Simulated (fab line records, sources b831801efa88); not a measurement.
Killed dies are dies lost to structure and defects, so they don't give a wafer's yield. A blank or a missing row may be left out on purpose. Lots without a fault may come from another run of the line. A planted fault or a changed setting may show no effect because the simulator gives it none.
A struck lot beside a sound one | flow sky130 | 43 steps out of a route of 708
Sound: wafers L547.1, L547.5, L547.6. Struck: wafers L559.3, L559.4, L559.6. The cause comes at the end.
At each step with rows: each side's tool, then ch and its chambers, then its first start. Under that, the readings that differ: sound wafers | struck wafers | difference of the means | sigmas: that difference in standard deviations of wafers without a fault.
alike: readings whose means differ by less than 2 such deviations, and words and numbers that are the same on both sides. not compared: withheld readings, readings that some wafer has no value for, bounds like >300 that may hide the same value, and numbers for which the record gives no deviation and whose values overlap.
The two part at a step that has a row with sigmas, a row that says differs or no value, or rows on one side only. Numbers that don't overlap but have no deviation are shown without sigmas and don't part them. A reading that every wafer of one side lacks parts them only if that side has two wafers or more.

first, 9 steps without rows for these wafers: SKY_CAP2M_CLEAN_17 (cleans in O3/DIW); SKY_METAL4_DEHYDRATE_05 (time 60 s); SKY_METAL4_HMDS_06 (prime time 60 s); SKY_METAL4_COAT_07 (resist thk 60 nm); SKY_METAL4_COAT_08 (resist thk 1140 nm); SKY_METAL4_SOFTBAKE_09 (time 90 s); SKY_METAL4_EXPOSE_10 (exposes mask MM4, target cd 300 nm); SKY_METAL4_PEB_11; SKY_METAL4_DEVELOP_12 (develop time 60 s).
SKY_METAL4_CD_MEAS_13: target cd 300 nm.
  sound on cd_sem-01, day 45 00:44; struck on cd_sem-02, day 47 21:25
  alike: cd_nm
SKY_METAL4_OVL_MEAS_14:
  sound on overlay-02, day 45 00:51; struck on overlay-02, day 47 21:31
  alike: METAL4_OVL
SKY_METAL4_DESCUM_15: chemistry O2, time 8 s.
  sound on rie_metal-03 ch 0,1, day 45 00:53; struck on rie_metal-02 ch 0,1, day 47 21:33
  alike: drypump_motor_current_A, he_backside_leak_sccm, oes_product_au
  not compared: rf_hours_counter_h
SKY_METAL4_ETCH_16: etches BARC in N2/H2, stops on SiO2, time 88.2 s, target depth 60 nm.
  sound on rie_metal-03 ch 0,1, day 45 00:55; struck on rie_metal-02 ch 0,1, day 47 21:36
  alike: drypump_motor_current_A, he_backside_leak_sccm, oes_product_au, throttle_valve_pct
  not compared: rf_hours_counter_h
SKY_METAL4_ETCH_17: etches SiO2 in C4F8/O2/Ar, stops on TiN, time 3.9 s, target depth 15 nm.
  sound on rie_diel-02 ch 0,1, day 45 01:01; struck on rie_diel-04 ch 2,3, day 47 21:40
  alike: oes_product_au
  not compared: rf_hours_counter_h
SKY_METAL4_METAL_ETCH_18: etches the open film in Cl2/BCl3, stops on SiO2, target depth 845 nm, time 183.1 s.
  sound on rie_metal-01 ch 0,1, day 45 01:02; struck on rie_metal-03 ch 0,1, day 47 21:44
  alike: drypump_motor_current_A, he_backside_leak_sccm, oes_product_au, throttle_valve_pct
  not compared: rf_hours_counter_h
SKY_METAL4_STRIP_19: strips in O2/N2.
  sound on plasma_asher-01 ch 0,1, day 45 01:13; struck on plasma_asher-03 ch 0,1, day 47 21:54
  alike: drypump_motor_current_A, oes_product_au, strip_time_to_endpoint_s
  not compared: rf_hours_counter_h
then, 4 steps without rows for these wafers: SKY_METAL4_STRIP_20 (strips in post etch residue remover, time 1200 s); SKY_METAL4_CLEAN_21 (cleans in IPA, time 180 s); SKY_METAL4_CLEAN_22 (cleans in O3/DIW); SKY_VIA4_HDPCVD_00 (deposits SiO2, target thk 1750 nm, time 291.7 s).
SKY_VIA4_THK_MEAS_01:
  sound on film_metro-01, day 45 01:59; struck on film_metro-03, day 47 22:40
  alike: VIA4_HDPCVD_THK
then, 1 step without rows for these wafers: SKY_VIA4_CMP_02 (polishes SiO2).
SKY_VIA4_BOW_MEAS_03:
  sound on film_metro-04, day 45 02:21; struck on film_metro-01, day 47 23:02
  alike: VIA4_BOW
then, 7 steps without rows for these wafers: SKY_VIA4_DEHYDRATE_04 (time 60 s); SKY_VIA4_HMDS_05 (prime time 60 s); SKY_VIA4_COAT_06 (resist thk 1140 nm); SKY_VIA4_SOFTBAKE_07 (time 60 s); SKY_VIA4_EXPOSE_08 (exposes mask VIM4, target cd 800 nm); SKY_VIA4_PEB_09; SKY_VIA4_DEVELOP_10 (develop time 60 s).
SKY_VIA4_OVL_MEAS_11:
  sound on overlay-01, day 45 23:49; struck on overlay-02, day 48 18:13
  alike: VIA4_OVL
SKY_VIA4_ETCH_12: etches SiO2 in C4F8/O2/Ar, stops on TiN, target depth 580 nm.
  sound on rie_diel-04 ch 0,1,2, day 45 23:51; struck on rie_diel-04 ch 0,1,3, day 48 18:14
  reading               | sound             | struck            | difference | sigmas
  oes_product_au (a.u.) | 0.914 0.919 0.929 | 0.935 0.928 0.933 | +0.011     | +2
then, 6 steps without rows for these wafers: SKY_VIA4_STRIP_13 (strips in O2/N2); SKY_VIA4_STRIP_14 (strips in post etch residue remover, time 1200 s); SKY_VIA4_CLEAN_15 (cleans in IPA, time 180 s); SKY_VIA4_CLEAN_16 (cleans in O3/DIW); SKY_VIA4_SPUTTER_17 (material TiN, target thk 20 nm, time 80 s); SKY_VIA4_CVD_18 (deposits W, target thk 505 nm, time 152.14 s).
SKY_VIA4_RS_MEAS_19: measures by four-point-probe.
  sound on film_metro-04, day 46 00:44; struck on film_metro-01, day 48 19:10
  alike: VIA4_W_RS
SKY_VIA4_THK_MEAS_20: measures by xrf.
  sound on film_metro-04, day 46 00:52; struck on film_metro-01, day 48 19:16
  alike: VIA4_W_THK
then, 2 steps without rows for these wafers: SKY_VIA4_CMP_21 (polishes, stops on SiO2, t overpolish 25 s, target thk 0 nm); SKY_METAL5_SPUTTER_00 (material Ti, target thk 15 nm, time 10 s).
-- the record jumps here: 2 days lie between the struck wafers' starts before and after (it left off in module METAL5 and takes up again in module PAD_OPEN, whose first step shown is number 708 of the route) --
SKY_PAD_OPEN_PROBE_99:
  sound on prober-01, day 50 00:34; struck on prober-02, day 51 02:17
  reading                               | sound             | struck            | difference | sigmas
  killed_at_M4_up                       | 1 1 0             | 24 38 41          | +34        | +18
  killed_at_front_end                   | 19 20 23          | 10 14 10          | -9         | -2
  sort_bin_3_pad_short (%)              | 0.8 0.6 0.8       | 0.8 2.2 1.8       | +0.9       | +2
  model.etest.tester.sort_n_pass        | 402 405 408       | 397 385 385       | -16        |
  model.etest.tester.sort_yield_pct (%) | 81.71 82.32 82.93 | 80.69 78.25 78.25 | -3.26      |
  model.etest.tester.sort_bin_5_pct (%) | 10.16 10.98 9.553 | 12.8 12.4 13.21   | +2.6       |
  alike: defect_limited_yield, killed_at_M0_to_M3, killed_at_contacts, killed_at_other, killed_dies, killed_open, killed_short, sort_bin_5_function, sort_bin_6_memory, sort_n_pass, sort_yield_pct
  not compared: model.etest.tester.sort_bin_3_pct

WHERE THEY PART
First at SKY_VIA4_ETCH_12; last, within this record, at SKY_PAD_OPEN_PROBE_99.

WHY: what the simulator had put in
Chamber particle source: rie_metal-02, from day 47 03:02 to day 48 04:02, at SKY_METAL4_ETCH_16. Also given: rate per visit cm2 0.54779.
